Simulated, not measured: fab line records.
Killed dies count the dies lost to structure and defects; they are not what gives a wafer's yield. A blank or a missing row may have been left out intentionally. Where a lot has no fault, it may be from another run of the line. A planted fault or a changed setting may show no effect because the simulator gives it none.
8D (eight disciplines) problem report, filled in by code / flow sky130 / the parts of the form that need people (team, actions taken, sign-off) are left out

== 1. THE PROBLEM ==
dose_ions_cm2 at SKY_LDD_N_IMPLANT_15 reads a mean of 8.719e+12 on 6 wafers of 2 lots; wafers without a fault read 4.999e+12 with a standard deviation of 5.2e+09. That is +99 or more standard deviations from the usual mean.
Earliest sighting: wafer L477.3 on implanter-03 at day 24 23:48. Wafers with a number at this step in the record: 39, from 13 lots. The rule behind "out" and "out of limits": a value lying over 4 standard deviations away from the usual mean. Any other wafer with a number is counted as sound.

== 2. WHAT IT IS; WHAT IT IS NOT ==
question=which readings at this step | is=dose_ions_cm2, faraday_current_uA | is not=beam_on_s, rotation_deg
question=which lots | is=L477, L478 | is not=L459, L460, L461, L462, L463, L464, L465, L466, L467, L468, L481
question=which wafers of those lots | is=all that have a number | is not=-
question=read on which tools | is=implanter-03 | is not=implanter-01, implanter-04
question=when | is=from day 24 23:48 | is not=up to then (30 sound wafers); but 3 sound wafers of L481 came after

== 3. SUSPECTS, AND WHAT RULES EACH OUT ==
Counting: any tool at a process step up to the reading is kept as a suspect provided that every lot that is out went through it and no sound lot did after the first of them.
- plasma_asher-04 at SKY_POLY_GATE_STRIP_18 (strips in O2/N2): ruled out as a lasting fault. The sound lots L481 went through it after L477, its earliest lot that is out (day 23 16:13).
- implanter-03 at SKY_LDD_N_IMPLANT_15: kept. It ran every lot that is out, first L477 (day 24 23:48), and no sound lot after that; its last sound lot up to then is L468 (day 20 20:58). Its own dose_ions_cm2, faraday_current_uA readings are out on those wafers.
After counting, what remains is implanter-03 at SKY_LDD_N_IMPLANT_15.

== 4. THE CAUSE (what the simulator had put in) ==
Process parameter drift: implanter-03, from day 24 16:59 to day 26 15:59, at SKY_LDD_N_IMPLANT_15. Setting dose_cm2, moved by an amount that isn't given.
Counting left only this tool.

== 5. THE CHAIN OF EFFECTS, in route order ==
Each row: a reading whose mean over the struck wafers that have a number lies more than 3 standard deviations from the usual. Only readings whose record carries a usual standard deviation are examined. hours: median over the lots of the time between each lot's start at the first step of this table that gives one and its start at this step. sigmas: the change, counted in usual standard deviations.
hours=0; step=SKY_LDD_N_IMPLANT_15; reading=dose_ions_cm2; usual=4.999e+12; on struck wafers=8.719e+12; change=+3.720e+12; sigmas=+99 or more
hours=0; step=SKY_LDD_N_IMPLANT_15; reading=faraday_current_uA; usual=28.2; on struck wafers=48.9; change=+20.7; sigmas=+34
Here are the process steps it includes:
- SKY_LDD_N_IMPLANT_15
At these later measuring or inspecting steps, every struck wafer for which the step has a row has a number for every such reading, and none has moved that far: SKY_LDD_HVN_OVL_MEAS_07.

== 6. WHAT WOULD HAVE CAUGHT IT SOONER ==
First out-of-limits reading in this record: day 24 23:48, which is 7 hours after fault onset at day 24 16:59.
